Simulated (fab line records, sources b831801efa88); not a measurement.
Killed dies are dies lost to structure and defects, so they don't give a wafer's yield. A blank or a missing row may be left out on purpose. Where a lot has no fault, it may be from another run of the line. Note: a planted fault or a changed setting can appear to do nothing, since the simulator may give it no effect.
Which tool was responsible? || flow gf180mcu || 33 wafers from 11 lots sampled at 5 of the route's 602 steps

## WHAT THE GAUGES READ, wafer by wafer
GF_V3_RS_MEAS_24: uses a four-point probe to measure.
{"lot": "L187", "measured": "day 23 06:00", "on": "filmMetro-01", "V3_W_RS (ohm/sq)": "0.333 0.329 0.329"}
{"lot": "L188", "measured": "day 23 13:58", "on": "filmMetro-03", "V3_W_RS (ohm/sq)": "0.330 0.331 0.330"}
{"lot": "L189", "measured": "day 23 20:25", "on": "filmMetro-04", "V3_W_RS (ohm/sq)": "0.332 0.331 0.331"}
{"lot": "L190", "measured": "day 24 05:04", "on": "filmMetro-03", "V3_W_RS (ohm/sq)": "0.324 0.325 0.329"}
{"lot": "L192", "measured": "day 24 20:17", "on": "filmMetro-03", "V3_W_RS (ohm/sq)": "0.464 0.336 0.337"}
{"lot": "L194", "measured": "day 25 15:57", "on": "filmMetro-01", "V3_W_RS (ohm/sq)": "0.334 0.333 0.334"}
{"lot": "L203", "measured": "day 28 08:25", "on": "filmMetro-01", "V3_W_RS (ohm/sq)": "0.332 0.330 0.331"}
{"lot": "L204", "measured": "day 28 14:43", "on": "filmMetro-04", "V3_W_RS (ohm/sq)": "0.328 0.332 0.331"}
{"lot": "L207", "measured": "day 29 15:54", "on": "filmMetro-01", "V3_W_RS (ohm/sq)": "0.333 0.334 0.332"}
{"lot": "L208", "measured": "day 29 19:53", "on": "filmMetro-03", "V3_W_RS (ohm/sq)": "0.336 0.333 0.338"}
{"lot": "L209", "measured": "day 30 01:52", "on": "filmMetro-03", "V3_W_RS (ohm/sq)": "0.331 0.328 0.330"}

GF_V3_THK_MEAS_25: measures by xrf.
{"lot": "L187", "measured": "day 23 06:07", "on": "filmMetro-01", "V3_W_THK (nm)": "361 366 370"}
{"lot": "L188", "measured": "day 23 14:05", "on": "filmMetro-03", "V3_W_THK (nm)": "367 362 363"}
{"lot": "L189", "measured": "day 23 20:32", "on": "filmMetro-04", "V3_W_THK (nm)": "365 368 368"}
{"lot": "L190", "measured": "day 24 05:10", "on": "filmMetro-03", "V3_W_THK (nm)": "380 375 372"}
{"lot": "L192", "measured": "day 24 20:24", "on": "filmMetro-03", "V3_W_THK (nm)": "261 362 361"}
{"lot": "L194", "measured": "day 25 16:04", "on": "filmMetro-01", "V3_W_THK (nm)": "361 365 361"}
{"lot": "L203", "measured": "day 28 08:32", "on": "filmMetro-01", "V3_W_THK (nm)": "362 363 363"}
{"lot": "L204", "measured": "day 28 14:50", "on": "filmMetro-04", "V3_W_THK (nm)": "375 372 371"}
{"lot": "L207", "measured": "day 29 16:01", "on": "filmMetro-01", "V3_W_THK (nm)": "364 364 367"}
{"lot": "L208", "measured": "day 29 19:59", "on": "filmMetro-03", "V3_W_THK (nm)": "363 367 358"}
{"lot": "L209", "measured": "day 30 01:59", "on": "filmMetro-03", "V3_W_THK (nm)": "366 370 367"}

## TOOL THAT RAN EACH LOT (tool first, then ch and the chambers of the sampled wafers, then the start)
{"lot": "L187", "GF_V3_ETCH_16": "rieDiel-01 ch 0,2,3, day 23 05:07", "GF_V3_SPUTTER_21": "pvdSputter-01, day 23 05:47", "GF_V3_CVD_23": "cvdW-02 ch 0,1, day 23 05:53"}
{"lot": "L188", "GF_V3_ETCH_16": "rieDiel-03 ch 2,3, day 23 13:05", "GF_V3_SPUTTER_21": "pvdSputter-02, day 23 13:44", "GF_V3_CVD_23": "cvdW-02 ch 0,1, day 23 13:50"}
{"lot": "L189", "GF_V3_ETCH_16": "rieDiel-01 ch 0,1,2, day 23 19:32", "GF_V3_SPUTTER_21": "pvdSputter-01, day 23 20:12", "GF_V3_CVD_23": "cvdW-01 ch 0,1, day 23 20:18"}
{"lot": "L190", "GF_V3_ETCH_16": "rieDiel-03 ch 1,2,3, day 24 04:07", "GF_V3_SPUTTER_21": "pvdSputter-04, day 24 04:47", "GF_V3_CVD_23": "cvdW-02 ch 0,1, day 24 04:57"}
{"lot": "L192", "GF_V3_ETCH_16": "rieDiel-01 ch 1,3, day 24 19:21", "GF_V3_SPUTTER_21": "pvdSputter-02, day 24 20:03", "GF_V3_CVD_23": "cvdW-01 ch 0,1, day 24 20:09"}
{"lot": "L194", "GF_V3_ETCH_16": "rieDiel-01 ch 0,1,3, day 25 15:04", "GF_V3_SPUTTER_21": "pvdSputter-01, day 25 15:44", "GF_V3_CVD_23": "cvdW-02 ch 0,1, day 25 15:50"}
{"lot": "L203", "GF_V3_ETCH_16": "rieDiel-03 ch 1,2,3, day 28 07:32", "GF_V3_SPUTTER_21": "pvdSputter-02, day 28 08:12", "GF_V3_CVD_23": "cvdW-01 ch 0,1, day 28 08:18"}
{"lot": "L204", "GF_V3_ETCH_16": "rieDiel-01 ch 1,2,3, day 28 13:47", "GF_V3_SPUTTER_21": "pvdSputter-02, day 28 14:31", "GF_V3_CVD_23": "cvdW-01 ch 0,1, day 28 14:37"}
{"lot": "L207", "GF_V3_ETCH_16": "rieDiel-01 ch 2,3, day 29 15:02", "GF_V3_SPUTTER_21": "pvdSputter-01, day 29 15:41", "GF_V3_CVD_23": "cvdW-01 ch 0, day 29 15:47"}
{"lot": "L208", "GF_V3_ETCH_16": "rieDiel-03 ch 0,3, day 29 18:56", "GF_V3_SPUTTER_21": "pvdSputter-01, day 29 19:38", "GF_V3_CVD_23": "cvdW-01 ch 1, day 29 19:44"}
{"lot": "L209", "GF_V3_ETCH_16": "rieDiel-03 ch 1,3, day 30 00:59", "GF_V3_SPUTTER_21": "pvdSputter-01, day 30 01:38", "GF_V3_CVD_23": "cvdW-01 ch 0, day 30 01:44"}
- GF_V3_ETCH_16: etches BARC in N2/H2.
- GF_V3_SPUTTER_21: material Ti, target thk 15 nm, time 80.02 s.
- GF_V3_CVD_23: deposits W, target thk 350 nm, time 104.9 s.

## WHAT THE TOOLS THEMSELVES READ (means of the sampled wafers that have a number; where no wafer has one, the mark that the record gives instead)
GF_V3_ETCH_16.
{"lot": "L187", "tool": "rieDiel-01", "drypumpMotorCurrentA (A)": 6.2, "oesProductAu (a.u.)": 0.858, "throttleValvePct (%)": 13.230}
{"lot": "L188", "tool": "rieDiel-03", "drypumpMotorCurrentA (A)": 5.8, "oesProductAu (a.u.)": 0.857, "throttleValvePct (%)": 13.226}
{"lot": "L189", "tool": "rieDiel-01", "drypumpMotorCurrentA (A)": 6.3, "oesProductAu (a.u.)": 0.853, "throttleValvePct (%)": 13.231}
{"lot": "L190", "tool": "rieDiel-03", "drypumpMotorCurrentA (A)": 5.7, "oesProductAu (a.u.)": 0.851, "throttleValvePct (%)": 13.216}
{"lot": "L192", "tool": "rieDiel-01", "drypumpMotorCurrentA (A)": 6.2, "oesProductAu (a.u.)": 0.849, "throttleValvePct (%)": 13.231}
{"lot": "L194", "tool": "rieDiel-01", "drypumpMotorCurrentA (A)": 6.3, "oesProductAu (a.u.)": 0.858, "throttleValvePct (%)": 13.227}
{"lot": "L203", "tool": "rieDiel-03", "drypumpMotorCurrentA (A)": 5.7, "oesProductAu (a.u.)": 0.854, "throttleValvePct (%)": 13.223}
{"lot": "L204", "tool": "rieDiel-01", "drypumpMotorCurrentA (A)": 6.2, "oesProductAu (a.u.)": 0.854, "throttleValvePct (%)": 13.222}
{"lot": "L207", "tool": "rieDiel-01", "drypumpMotorCurrentA (A)": 6.1, "oesProductAu (a.u.)": 0.847, "throttleValvePct (%)": 13.220}
{"lot": "L208", "tool": "rieDiel-03", "drypumpMotorCurrentA (A)": 5.6, "oesProductAu (a.u.)": 0.859, "throttleValvePct (%)": 13.224}
{"lot": "L209", "tool": "rieDiel-03", "drypumpMotorCurrentA (A)": 5.5, "oesProductAu (a.u.)": 0.860, "throttleValvePct (%)": 13.224}

GF_V3_SPUTTER_21.
{"lot": "L187", "tool": "pvdSputter-01", "throttleValvePct (%)": 29.8}
{"lot": "L188", "tool": "pvdSputter-02", "throttleValvePct (%)": 28.6}
{"lot": "L189", "tool": "pvdSputter-01", "throttleValvePct (%)": 29.9}
{"lot": "L190", "tool": "pvdSputter-04", "throttleValvePct (%)": 29.9}
{"lot": "L192", "tool": "pvdSputter-02", "throttleValvePct (%)": 30.5}
{"lot": "L194", "tool": "pvdSputter-01", "throttleValvePct (%)": 29.7}
{"lot": "L203", "tool": "pvdSputter-02", "throttleValvePct (%)": 30.1}
{"lot": "L204", "tool": "pvdSputter-02", "throttleValvePct (%)": 30.8}
{"lot": "L207", "tool": "pvdSputter-01", "throttleValvePct (%)": 30.0}
{"lot": "L208", "tool": "pvdSputter-01", "throttleValvePct (%)": 30.1}
{"lot": "L209", "tool": "pvdSputter-01", "throttleValvePct (%)": 30.0}

GF_V3_CVD_23.
{"lot": "L187", "tool": "cvdW-02", "heaterPowerW (W)": 1033}
{"lot": "L188", "tool": "cvdW-02", "heaterPowerW (W)": 1072}
{"lot": "L189", "tool": "cvdW-01", "heaterPowerW (W)": 803}
{"lot": "L190", "tool": "cvdW-02", "heaterPowerW (W)": 1050}
{"lot": "L192", "tool": "cvdW-01", "heaterPowerW (W)": 773}
{"lot": "L194", "tool": "cvdW-02", "heaterPowerW (W)": 1032}
{"lot": "L203", "tool": "cvdW-01", "heaterPowerW (W)": 811}
{"lot": "L204", "tool": "cvdW-01", "heaterPowerW (W)": 788}
{"lot": "L207", "tool": "cvdW-01", "heaterPowerW (W)": 752}
{"lot": "L208", "tool": "cvdW-01", "heaterPowerW (W)": 837}
{"lot": "L209", "tool": "cvdW-01", "heaterPowerW (W)": 755}

## THE ANSWER, worked out from the rows above alone
Rule: the usual values come from the lots themselves. Put in order of their means at a reading, lots are off if they are a third of the lots or fewer, leave a main group of 4 or more, and stand apart from it by a gap of 3 or more times the standard deviation of the main group's means; of several such gaps the widest counts. If all means in a main group match to the digits the tables above print for the reading, that group is not used. Also off: a lot with no number at a reading for which 4 or more lots have one. All remaining lots with rows at the step are treated as sound. Order of review: gauges by route order, followed by the tools' own readings, for which a lot's mean as printed above is used. At the first step where some lot is off, the reading lying furthest off is the one used; lots without a number count as furthest.
Off: L192, seen at GF_V3_RS_MEAS_24 (V3_W_RS). For the main group the mean is 0.331 ohm/sq and the standard deviation 0.0025.
If a tool, at a process step before that reading, ran all the lots that are off and no sound lot after the first of them, it fits. Those tools and the gauges at GF_V3_RS_MEAS_24 are tried in the same way. Not one of the candidates tried fits.

## WHAT THE SIMULATOR PUT IN
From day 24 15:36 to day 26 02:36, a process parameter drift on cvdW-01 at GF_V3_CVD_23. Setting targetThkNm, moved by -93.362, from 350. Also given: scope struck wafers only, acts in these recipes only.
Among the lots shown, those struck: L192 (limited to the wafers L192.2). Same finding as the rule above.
